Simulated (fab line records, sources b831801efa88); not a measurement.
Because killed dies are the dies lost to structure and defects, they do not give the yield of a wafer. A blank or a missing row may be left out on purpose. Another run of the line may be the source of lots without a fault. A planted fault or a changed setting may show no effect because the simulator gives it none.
fab line records	flow sky130
record: lots: 6	wafers: 18	last-day: 50
route steps=708 shown LOCAL_INTERCONNECT@402 CONTACT@406 PAD_OPEN@708
lots that met no fault: taken from a fault-free run of the same line
start-h: hours from the record's opening day to when the first of the lot's shown wafers began	wait-h: how many hours have passed since the lot's step before this one	" repeats the value in the row above	L1.1+2: a row that stands for several wafers	- no value present, or no start provided	* or withheld: withheld	< > ~ a bound
route shown NAME@n: names a module that has steps shown in the file, with the first one's number in the route	usual: average and standard deviation across the fault-free wafers	same: alike in all rows	chamber/n: place in a boat	sites: per-site readings	_std_site: the standard deviation of these	_edge_site: outer sites' mean less inner sites'	radius-mm: how far each site lies from the wafer's centre	mask NAME#n: copy n	behind: tool/chamber where the wafer was last shaped	hold: why the lot went on hold/how many hours it stayed there/how the hold came to an end	device: names the non-switching transistor (n, p or np)	end of line: tests run on the same wafers once the route is complete	a step given without rows: its recipe and nothing more	killed: dies lost to structure and defects at the first sort, not the wafer's yield	map: shows each die of a wafer: x if killed, . if not, _ if none is there
set.NAME: the setting that was run; set.NAME@STEP: the one run at that earlier step	model.NAME: the simulator's own value behind a step, which no gauge read
lots at some steps of the route; a table a step, a row a wafer
services: when a tool's chamber went out of use (start-h, in hours from the record's first day, below 0 if earlier), for how many hours, and the reason
== steps ==
step: SKY_LOCAL_INTERCONNECT_STRIP_15
recipe: chemistry: O2/N2	power-w: 1400	pressure-mtorr: 1500	platen-temp-c: withheld	o2-flow-sccm: 3000	n2-flow-sccm: 300	overash-fraction: 0.5
usual: drypump-motor-current-A: 5.5/0.47	oes-product-au: 0.426/0.0045	strip-time-to-endpoint-s: 4.714/0.02
lot.wafer	tool	chamber	start-h	wait-h	drypump-motor-current-A	oes-product-au	rf-hours-counter-h	strip-time-to-endpoint-s
L276.3	plasma-asher-04	1	746.21	0.1	6.0	0.424	-	4.721
L276.4	"	0	"	"	5.8	0.425	-	4.743
L276.5	"	1	"	"	6.0	0.418	-	4.740
L281.2	plasma-asher-02	1	781.76	0.0	5.4	0.428	34	4.684
L281.3	"	1	"	"	5.4	0.426	-	4.695
L281.4	"	0	"	"	5.0	0.421	-	4.721
L290.2	plasma-asher-04	0	836.86	0.0	5.8	0.431	100	4.714
L290.4	"	1	"	"	6.0	0.428	-	4.680
L290.5	"	0	"	"	5.7	0.433	-	4.712
L291.2	plasma-asher-02	0	845.11	0.0	5.0	0.429	41	4.715
L291.3	"	1	"	"	5.4	0.428	-	4.694
L291.4	"	0	"	"	4.9	0.424	-	4.714
L295.1	plasma-asher-04	0	879.32	0.0	5.8	0.419	104	4.705
L295.2	"	1	"	"	6.0	0.431	104	4.754
L295.6	"	0	"	"	5.7	0.429	-	4.737
L296.2	plasma-asher-02	0	882.51	0.0	4.9	0.425	45	4.720
L296.4	"	0	"	"	4.9	0.434	-	4.717
L296.6	"	0	"	"	4.9	0.421	-	4.742
step: SKY_LOCAL_INTERCONNECT_STRIP_16
recipe: chemistry: post-etch-residue-remover	time-s: 1200	temp-c: 72.5
step: SKY_LOCAL_INTERCONNECT_CLEAN_17
recipe: chemistry: IPA	time-s: 180	temp-c: 25
step: SKY_LOCAL_INTERCONNECT_CLEAN_18
recipe: chemistry: O3/DIW	dry: n2-spin
step: SKY_CONTACT_CVD_00
recipe: material: Si3N4	target-thk-nm: 75	temp-c: 400	time-s: withheld	rf-w: 450
usual: heater-power-w: 757/90	rf-fwd-power-W: 444.4/2
lot.wafer	tool	chamber	start-h	wait-h	heater-power-w	rf-fwd-power-W
L276.3	pecvd-04	0	746.77	0.0	770	441.0
L276.4	"	0	"	"	746	441.1
L276.5	"	1	"	"	545	447.6
L281.2	pecvd-03	1	782.39	0.0	845	445.1
L281.3	"	0	"	"	889	443.5
L281.4	"	1	"	"	848	444.4
L290.2	pecvd-03	2	837.45	0.0	796	441.7
L290.4	"	1	"	"	866	444.0
L290.5	"	2	"	"	809	443.7
L291.2	pecvd-02	2	845.70	0.0	663	444.7
L291.3	"	0	"	"	653	444.9
L291.4	"	2	"	"	671	445.9
L295.1	pecvd-04	2	879.95	0.0	656	443.6
L295.2	"	0	"	"	666	440.3
L295.6	"	1	"	"	646	446.2
L296.2	pecvd-02	0	883.10	0.0	725	446.3
L296.4	"	0	"	"	713	446.6
L296.6	"	1	"	"	763	440.4
step: SKY_CONTACT_THK_MEAS_01
recipe: reads: Si3N4_of_CONTACT_CVD_00
usual: CONTACT_CVD_00_THK: 75.0/1.1
lot.wafer	tool	chamber	start-h	wait-h	CONTACT_CVD_00_THK[nm]
L276.3	film-metro-01	-	746.82	-	74.9
L276.4	"	-	"	"	75.0
L276.5	"	-	"	"	76.7
L281.2	film-metro-01	-	782.44	-	73.7
L281.3	"	-	"	"	74.7
L281.4	"	-	"	"	76.1
L290.2	film-metro-01	-	837.49	-	74.0
L290.4	"	-	"	"	76.0
L290.5	"	-	"	"	75.7
L291.2	film-metro-04	-	845.74	-	74.9
L291.3	"	-	"	"	74.6
L291.4	"	-	"	"	76.3
L295.1	film-metro-04	-	879.98	-	73.5
L295.2	"	-	"	"	72.8
L295.6	"	-	"	"	75.5
L296.2	film-metro-03	-	883.14	-	74.0
L296.4	"	-	"	"	74.5
L296.6	"	-	"	"	75.5
step: SKY_CONTACT_HDPCVD_02
recipe: material: SiO2	target-thk-nm: 565	sigma-open-frac: 0.3	time-s: 94.2	temp-c: 600	sih4-flow-sccm: 60	pressure-mtorr: 6
step: SKY_CONTACT_THK_MEAS_03
recipe: reads: SiO2_of_CONTACT_HDPCVD_02
usual: CONTACT_HDPCVD_THK: 564/7.3
lot.wafer	tool	chamber	start-h	wait-h	CONTACT_HDPCVD_THK[nm]
L276.3	film-metro-04	-	746.95	0.1	563
L276.4	"	-	"	"	560
L276.5	"	-	"	"	569
L281.2	film-metro-03	-	782.57	0.0	549
L281.3	"	-	"	"	551
L281.4	"	-	"	"	546
L290.2	film-metro-03	-	837.62	0.0	568
L290.4	"	-	"	"	562
L290.5	"	-	"	"	570
L291.2	film-metro-03	-	845.91	0.1	566
L291.3	"	-	"	"	569
L291.4	"	-	"	"	561
L295.1	film-metro-03	-	880.14	0.1	570
L295.2	"	-	"	"	575
L295.6	"	-	"	"	578
L296.2	film-metro-04	-	883.27	0.0	564
L296.4	"	-	"	"	582
L296.6	"	-	"	"	562
step: SKY_CONTACT_CMP_04
recipe: material: SiO2	down-force-psi: 4	platen-rpm: 60	pad-velocity-m-s: 0.94248
usual: head-pressure-psi: 4.000/0.0088	motor-current-A: 11.2/0.68	time-to-endpoint-s: 84/6.1
lot.wafer	tool	chamber	start-h	wait-h	head-pressure-psi	motor-current-A	time-to-endpoint-s
L276.4	cmp-01	2	746.99	0.0	4.008	10.6	75
L276.3	"	0	"	"	4.004	11.1	74
L276.5	"	3	"	"	4.012	10.9	84
L281.2	cmp-01	1	782.69	0.1	4.002	11.4	79
L281.4	"	2	"	"	4.001	10.6	78
L281.3	"	3	"	"	3.988	10.4	80
L290.2	cmp-02	3	837.72	0.1	4.005	11.7	95
L290.4	"	1	"	"	3.992	12.1	83
L290.5	"	3	"	"	3.999	11.5	94
L291.4	cmp-02	3	845.96	0.0	3.999	11.8	91
L291.3	"	0	"	"	3.990	11.5	90
L291.2	"	2	"	"	3.994	10.9	80
L295.2	cmp-02	3	880.20	0.0	3.998	12.2	103
L295.1	"	2	"	"	3.993	11.6	80
L295.6	"	0	"	"	3.999	10.8	95
L296.4	cmp-01	3	883.42	0.1	4.002	10.6	95
L296.2	"	0	"	"	4.010	11.3	86
L296.6	"	2	"	"	3.998	10.9	85
step: SKY_CONTACT_BOW_MEAS_05
recipe: mode: bow
usual: CONTACT_BOW: 83/6.7
lot.wafer	tool	chamber	start-h	wait-h	CONTACT_BOW[um]
L276.3	film-metro-03	-	747.33	0.2	75
L276.4	"	-	"	"	74
L276.5	"	-	"	"	82
L281.2	film-metro-03	-	783.01	0.3	93
L281.3	"	-	"	"	81
L281.4	"	-	"	"	81
L290.2	film-metro-04	-	837.99	0.2	97
L290.4	"	-	"	"	78
L290.5	"	-	"	"	73
L291.2	film-metro-04	-	846.28	0.1	77
L291.3	"	-	"	"	75
L291.4	"	-	"	"	72
L295.1	film-metro-01	-	880.50	0.1	82
L295.2	"	-	"	"	76
L295.6	"	-	"	"	79
L296.2	film-metro-04	-	883.64	0.1	86
L296.4	"	-	"	"	79
L296.6	"	-	"	"	79
step: SKY_CONTACT_DEHYDRATE_06
recipe: temp-c: 200	time-s: 60
step: SKY_CONTACT_HMDS_07
recipe: prime-time-s: 60	prime-temp-c: 120
step: SKY_CONTACT_COAT_08
recipe: resist: BARC	temp-c: withheld	time-s: withheld	spin-rpm: 3000	resist-thk-nm: 60
usual: spin-speed-rpm: 2999.5/2.4
lot.wafer	tool	chamber	start-h	wait-h	spin-speed-rpm
L276.3	litho-track-03	0	760.84	0.1	2999.7
L276.4	"	0	"	"	3000.3
L276.5	"	0	"	"	2998.5
L281.2	litho-track-02	0	795.59	0.1	3001.0
L281.3	"	0	"	"	2998.8
L281.4	"	0	"	"	3000.1
L290.2	litho-track-03	0	851.21	0.1	2622.2
L290.4	"	0	"	"	2627.5
L290.5	"	0	"	"	2622.9
L291.2	litho-track-03	0	858.61	0.1	2624.2
L291.3	"	0	"	"	2625.3
L291.4	"	0	"	"	2621.2
L295.1	litho-track-01	0	892.73	0.1	2995.0
L295.2	"	0	"	"	2999.6
L295.6	"	0	"	"	2998.5
L296.2	litho-track-01	0	896.05	0.1	2999.9
L296.4	"	0	"	"	2998.0
L296.6	"	0	"	"	3002.2
step: SKY_CONTACT_COAT_09
recipe: resist: KrF-thick	spin-rpm: 3000	resist-thk-nm: 450
step: SKY_CONTACT_SOFTBAKE_10
recipe: temp-c: 100	time-s: 90	resist: KrF-thick
step: SKY_CONTACT_EXPOSE_11
recipe: mask-id: CTM1	na: 0.8	source-shape: annular	sigma-inner: 0.55	sigma-outer: 0.85	target-cd-nm: 170	dose-mj: 38
step: SKY_CONTACT_PEB_12
recipe: peb-temp-c: withheld	peb-time-s: withheld	resist: KrF-thick
step: SKY_CONTACT_DEVELOP_13
recipe: develop-time-s: 60	resist: KrF-thick	dev-temp-c: 21
step: SKY_CONTACT_CD_MEAS_14
recipe: target-cd-nm: 170
usual: cd-nm: 169.9/1.4
lot.wafer	tool	chamber	start-h	wait-h	cd-nm
L276.3	cd-sem-01	-	774.67	-	173.9
L276.4	"	-	"	"	174.2
L276.5	"	-	"	"	173.0
L281.2	cd-sem-01	-	808.76	-	169.5
L281.3	"	-	"	"	170.5
L281.4	"	-	"	"	171.2
L290.2	cd-sem-01	-	864.21	-	170.1
L290.4	"	-	"	"	169.2
L290.5	"	-	"	"	168.2
L291.2	cd-sem-02	-	872.98	-	171.6
L291.3	"	-	"	"	173.3
L291.4	"	-	"	"	171.6
L295.1	cd-sem-01	-	906.16	-	171.4
L295.2	"	-	"	"	170.3
L295.6	"	-	"	"	169.1
L296.2	cd-sem-01	-	908.95	-	169.2
L296.4	"	-	"	"	170.1
L296.6	"	-	"	"	170.9
step: SKY_CONTACT_OVL_MEAS_15
usual: CONTACT_OVL: 2/5
lot.wafer	tool	chamber	start-h	wait-h	CONTACT_OVL[nm]
L276.3	overlay-01	-	774.76	0.1	1
L276.4	"	-	"	"	2
L276.5	"	-	"	"	1
L281.2	overlay-02	-	808.86	0.1	6
L281.3	"	-	"	"	1
L281.4	"	-	"	"	10
L290.2	overlay-01	-	864.31	0.1	6
L290.4	"	-	"	"	6
L290.5	"	-	"	"	-3
L291.2	overlay-02	-	873.09	0.1	6
L291.3	"	-	"	"	1
L291.4	"	-	"	"	6
L295.1	overlay-02	-	906.28	0.1	2
L295.2	"	-	"	"	-5
L295.6	"	-	"	"	-2
L296.2	overlay-02	-	909.06	0.1	4
L296.4	"	-	"	"	3
L296.6	"	-	"	"	-4
step: SKY_CONTACT_ETCH_16
recipe: chemistry: N2/H2	target: BARC	ion-energy-ev: 200	source-w: 500	bias-w: 100	pressure-mtorr: 30	n2-flow-sccm: 100	h2-flow-sccm: 200	stop-on: SiO2	time-s: 45.9	target-depth-a: 600
usual: drypump-motor-current-A: 5.7/0.38	oes-product-au: 0.854/0.0048	rf-fwd-power-W: 495.1/1.8	throttle-valve-pct: 13.224/0.0094
lot.wafer	tool	chamber	start-h	wait-h	drypump-motor-current-A	oes-product-au	rf-fwd-power-W	rf-hours-counter-h	throttle-valve-pct	model.etch.depth-nm
L276.3	rie-diel-04	2	774.79	0.0	6.3	0.852	496.8	12	13.223	60.06
L276.4	"	1	"	"	5.7	0.851	494.2	3	13.206	59.92
L276.5	"	2	"	"	6.3	0.849	497.5	-	13.225	59.95
L281.2	rie-diel-01	2	808.89	0.0	5.9	0.852	492.8	4	13.231	60.07
L281.3	"	1	"	"	5.8	0.854	493.3	22	13.211	60.07
L281.4	"	3	"	"	5.8	0.858	495.9	3	13.218	60.09
L290.2	rie-diel-03	0	864.34	0.0	5.3	0.892	494.6	16	13.224	63.93
L290.4	"	2	"	"	5.5	0.890	496.1	22	13.234	63.87
L290.5	"	3	"	"	6.0	0.886	493.2	-	13.215	63.81
L291.2	rie-diel-04	1	873.12	0.0	5.7	0.888	494.1	6	13.233	64.05
L291.3	"	2	"	"	6.3	0.885	492.9	15	13.231	64.06
L291.4	"	3	"	"	6.1	0.885	495.5	0	13.223	64.15
L295.1	rie-diel-04	1	906.32	0.0	5.7	0.857	494.8	7	13.232	60.18
L295.2	"	2	"	"	6.3	0.854	490.8	17	13.225	60.02
L295.6	"	0	"	"	5.1	0.855	494.4	-	13.229	60.27
L296.2	rie-diel-01	1	909.09	0.0	5.8	0.848	493.2	25	13.211	59.77
L296.4	"	3	"	"	5.8	0.849	495.7	6	13.200	59.89
L296.6	"	3	"	"	5.8	0.851	498.9	-	13.226	59.73
step: SKY_CONTACT_ETCH_17
recipe: target: SiO2	chemistry: C4F8/O2/Ar	stop-on: Si3N4	mask-material: KrF-thick	source-w: 1500	bias-w: 1200	pressure-mtorr: 40	c4f8-flow-sccm: withheld	O2_flow_sccm: 6	Ar_flow_sccm: 300	time-s: withheld	target-depth-a: 3400
usual: oes-product-au: 0.892/0.0053	rf-fwd-power-W: 1488/5.3
lot.wafer	tool	chamber	start-h	wait-h	oes-product-au	rf-fwd-power-W
L276.3	rie-diel-04	2	774.83	0.0	0.888	1483
L276.4	"	1	"	"	0.895	1486
L276.5	"	2	"	"	0.897	1482
L281.2	rie-diel-01	2	808.93	0.0	0.897	1474
L281.3	"	1	"	"	0.897	1488
L281.4	"	3	"	"	0.887	1488
L290.2	rie-diel-03	0	864.38	0.0	0.889	1493
L290.4	"	2	"	"	0.893	1491
L290.5	"	3	"	"	0.894	1494
L291.2	rie-diel-04	1	873.16	0.0	0.878	1488
L291.3	"	2	"	"	0.892	1480
L291.4	"	3	"	"	0.891	1484
L295.1	rie-diel-04	1	906.36	0.0	0.896	1483
L295.2	"	2	"	"	0.894	1484
L295.6	"	0	"	"	0.890	1482
L296.2	rie-diel-01	1	909.13	0.0	0.885	1485
L296.4	"	3	"	"	0.890	1498
L296.6	"	3	"	"	0.900	1495
step: SKY_PAD_OPEN_PROBE_99
usual: killed_at_M0_to_M3: 43/7	killed_at_M4_up: 3.1/1.9	killed-at-contacts: 25/6.1	killed-at-front-end: 15/4.5	killed-at-other: 0.3/0.55	killed-dies: 87/8.9	killed-open: 47/6.4	killed-short: 40/6.6
same: gross-dies: 492	killed-at-back-side: 0
lot.wafer	tool	chamber	start-h	wait-h	killed_at_M0_to_M3	killed_at_M4_up	killed-at-contacts	killed-at-front-end	killed-at-other	killed-dies	killed-open	killed-short
L276.3	prober-02	-	1106.37	0.2	47	7	28	7	0	89	47	41
L276.4	prober-02	-	1106.42	0.2	43	5	30	16	0	94	54	40
L276.5	prober-02	-	1106.47	0.2	49	0	26	9	0	84	45	38
L281.2	prober-02	-	1136.22	0.1	37	4	37	12	0	90	51	39
L281.3	prober-02	-	1136.27	0.2	53	2	29	12	0	96	49	47
L281.4	prober-02	-	1136.32	0.2	40	3	34	10	0	87	46	40
L290.2	prober-02	-	1172.62	0.1	40	5	32	14	0	91	51	38
L290.4	prober-02	-	1172.72	0.2	46	2	31	8	0	87	53	34
L290.5	prober-02	-	1172.77	0.2	50	2	21	19	0	92	53	37
L291.2	prober-01	-	1178.44	0.1	32	2	28	20	0	82	53	29
L291.3	prober-01	-	1178.49	0.2	45	3	37	11	0	96	61	33
L291.4	prober-01	-	1178.54	0.2	33	4	28	15	0	80	41	36
L295.1	prober-01	-	1198.71	0.1	38	2	23	16	0	79	38	41
L295.2	prober-01	-	1198.76	0.1	48	1	23	9	0	81	47	34
L295.6	prober-01	-	1198.96	0.2	53	8	26	20	0	107	53	54
L296.2	prober-01	-	1204.32	0.1	48	3	29	12	1	93	43	50
L296.4	prober-01	-	1204.42	0.2	42	1	25	23	0	91	49	42
L296.6	prober-01	-	1204.52	0.2	45	2	28	18	0	93	55	38
killed by level:class
L276.3 METAL2:geometric-particle:short=11 LI_CONTACT:geometric-particle:open=8 CONTACT:geometric-particle:open=8 VIA1:geometric-particle:open=8 CONTACT:geometric-particle:short=7 VIA3:geometric-particle:open=7 VIA1:geometric-particle:short=4 VIA2:geometric-particle:open=4
L276.4 VIA1:geometric-particle:open=12 CONTACT:geometric-particle:open=10 VIA2:geometric-particle:open=9 LI_CONTACT:geometric-particle:open=7 CONTACT:geometric-particle:short=6 METAL2:geometric-particle:short=6 FIELD_ISO:geometric-particle:short=4 FIELD_ISO:geometric-particle:open=4
L276.5 LI_CONTACT:geometric-particle:open=10 VIA1:geometric-particle:open=10 VIA3:geometric-particle:open=9 CONTACT:geometric-particle:open=8 METAL2:geometric-particle:short=7 CONTACT:geometric-particle:short=6 VIA1:geometric-particle:short=6 VIA2:geometric-particle:open=5
L281.2 CONTACT:geometric-particle:open=14 LI_CONTACT:geometric-particle:open=8 VIA3:geometric-particle:open=8 LOCAL_INTERCONNECT:geometric-particle:short=5 CONTACT:geometric-particle:short=5 VIA1:geometric-particle:short=5 VIA1:geometric-particle:open=5 FIELD_ISO:geometric-particle:open=4
L281.3 LI_CONTACT:geometric-particle:open=10 CONTACT:geometric-particle:open=9 VIA1:geometric-particle:open=9 VIA3:geometric-particle:open=7 METAL2:geometric-particle:short=6 VIA2:geometric-particle:short=6 METAL1:geometric-particle:short=5 VIA1:geometric-particle:short=5
L281.4 VIA2:geometric-particle:open=11 CONTACT:geometric-particle:open=10 LI_CONTACT:geometric-particle:open=7 CONTACT:geometric-particle:short=6 METAL1:geometric-particle:short=6 VIA1:geometric-particle:open=6 LOCAL_INTERCONNECT:geometric-particle:short=5 VIA3:geometric-particle:open=5
L290.2 LI_CONTACT:geometric-particle:open=11 CONTACT:geometric-particle:open=10 VIA3:geometric-particle:open=8 LOCAL_INTERCONNECT:geometric-particle:short=7 POLY_GATE:geometric-particle:short=5 VIA1:geometric-particle:open=5 METAL1:geometric-particle:open=4 METAL1:geometric-particle:short=4
L290.4 CONTACT:geometric-particle:open=12 VIA3:geometric-particle:open=9 LI_CONTACT:geometric-particle:open=8 VIA1:geometric-particle:open=8 VIA2:geometric-particle:open=7 METAL1:geometric-particle:short=5 FIELD_ISO:geometric-particle:short=4 CONTACT:geometric-particle:short=4
L290.5 VIA2:geometric-particle:open=12 VIA3:geometric-particle:open=9 VIA1:geometric-particle:open=8 CONTACT:geometric-particle:open=8 METAL1:geometric-particle:short=6 METAL2:geometric-particle:short=6 LI_CONTACT:geometric-particle:open=5 FIELD_ISO:geometric-particle:short=4
L291.2 CONTACT:geometric-particle:open=16 FIELD_ISO:geometric-particle:open=8 VIA1:geometric-particle:open=8 VIA1:geometric-particle:short=5 FIELD_ISO:geometric-particle:short=4 METAL2:geometric-particle:short=4 POLY_GATE:geometric-particle:open=4 VIA3:geometric-particle:open=4
L291.3 CONTACT:geometric-particle:open=17 VIA1:geometric-particle:open=11 VIA2:geometric-particle:open=10 VIA3:geometric-particle:open=8 LOCAL_INTERCONNECT:geometric-particle:short=7 METAL2:geometric-particle:short=7 LI_CONTACT:geometric-particle:open=6 VIA1:geometric-particle:short=4
L291.4 CONTACT:geometric-particle:open=13 VIA1:geometric-particle:open=7 METAL1:geometric-particle:short=6 LI_CONTACT:geometric-particle:open=6 CONTACT:geometric-particle:short=6 VIA3:geometric-particle:open=6 FIELD_ISO:geometric-particle:short=5 METAL2:geometric-particle:short=5
L295.1 CONTACT:geometric-particle:open=9 VIA1:geometric-particle:open=9 METAL2:geometric-particle:short=8 FIELD_ISO:geometric-particle:short=6 LOCAL_INTERCONNECT:geometric-particle:short=5 METAL1:geometric-particle:short=5 POLY_GATE:geometric-particle:short=4 LI_CONTACT:geometric-particle:open=4
L295.2 VIA3:geometric-particle:open=10 VIA1:geometric-particle:open=9 CONTACT:geometric-particle:short=6 METAL2:geometric-particle:short=6 FIELD_ISO:geometric-particle:open=5 CONTACT:geometric-particle:open=5 VIA2:geometric-particle:short=5 VIA3:geometric-particle:short=5
L295.6 VIA1:geometric-particle:open=14 LI_CONTACT:geometric-particle:open=7 CONTACT:geometric-particle:open=7 METAL2:geometric-particle:short=7 FIELD_ISO:geometric-particle:short=6 VIA1:geometric-particle:short=6 METAL4:geometric-particle:short=6 VIA2:geometric-particle:short=6
L296.2 VIA1:geometric-particle:open=11 VIA1:geometric-particle:short=10 CONTACT:geometric-particle:open=9 LI_CONTACT:geometric-particle:open=7 LI_CONTACT:geometric-particle:short=6 CONTACT:geometric-particle:short=6 METAL2:geometric-particle:short=6 FIELD_ISO:geometric-particle:short=5
L296.4 VIA1:geometric-particle:open=10 FIELD_ISO:geometric-particle:open=8 LI_CONTACT:geometric-particle:open=7 METAL1:geometric-particle:short=7 POLY_GATE:geometric-particle:open=6 CONTACT:geometric-particle:open=6 LOCAL_INTERCONNECT:geometric-particle:short=6 POLY_GATE:geometric-particle:short=4
L296.6 CONTACT:geometric-particle:open=16 VIA1:geometric-particle:open=9 VIA2:geometric-particle:open=8 VIA3:geometric-particle:open=7 POLY_GATE:geometric-particle:short=6 FIELD_ISO:geometric-particle:short=5 METAL1:geometric-particle:short=5 LI_CONTACT:geometric-particle:open=5
== services ==
tool	chamber	start-h	hours	kind
pecvd-03	0	730.52	10.1	repair
cmp-01	-	737.69	4.6	pm
cmp-02	-	744.00	4.0	pm
cmp-01	-	752.21	0.9	repair
pecvd-04	1	755.07	1.8	repair
cmp-01	-	757.85	0.9	repair
rie-diel-01	0	765.25	10.4	repair
rie-diel-01	-	766.00	28.1	pm
rie-diel-03	1	804.36	7.5	repair
pecvd-02	2	808.27	16.9	repair
pecvd-02	-	812.34	12.7	repair
plasma-asher-04	-	813.30	14.6	pm
rie-diel-01	-	816.37	1.9	repair
rie-diel-04	3	822.85	11.2	repair
pecvd-03	-	823.14	0.8	repair
cmp-01	-	837.86	6.0	pm
rie-diel-01	2	837.90	5.1	repair
pecvd-03	-	844.72	4.3	pm
cmp-02	-	859.90	6.8	pm
rie-diel-04	-	870.51	0.1	repair
cmp-01	-	872.10	10.1	pm
rie-diel-04	3	880.65	2.6	repair
pecvd-02	0	889.30	9.8	repair
cmp-01	-	906.90	1.4	repair
== key ==
first-sign: step: SKY_CONTACT_COAT_08	reading: spin-speed-rpm	direction: down	sigmas: 99+	usual: 2999.5	struck: 2623.9
effect: step: SKY_CONTACT_ETCH_16	reading: oes-product-au	direction: up	sigmas: 7	usual: 0.854	struck: 0.888
model-effect: step: SKY_CONTACT_ETCH_16	value: etch.depth-nm	without: 59.84	struck: 63.98
met-at SKY_CONTACT_COAT_08
struck-wafers L290.2,L290.4,L290.5,L291.2,L291.3,L291.4
tester-left-out L290,L291
onset-between 760.84 851.21
fault: kind: process-parameter-drift	tool: litho-track-03	chamber: -	onset-h: 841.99	steps: SKY_CONTACT_COAT_08	channel: spin-rpm	offset: -375.91	shape: step	end-h: 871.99	acts-in: these-recipes-only	stated: 3000
tester-left-out: of these lots the tester's yield and bins aren't shown, on N5 and GAA mostly nor the transistor test; their killed dies are dies lost to structure and defects alone, not to doping, threshold or leakage, so they don't give the yield
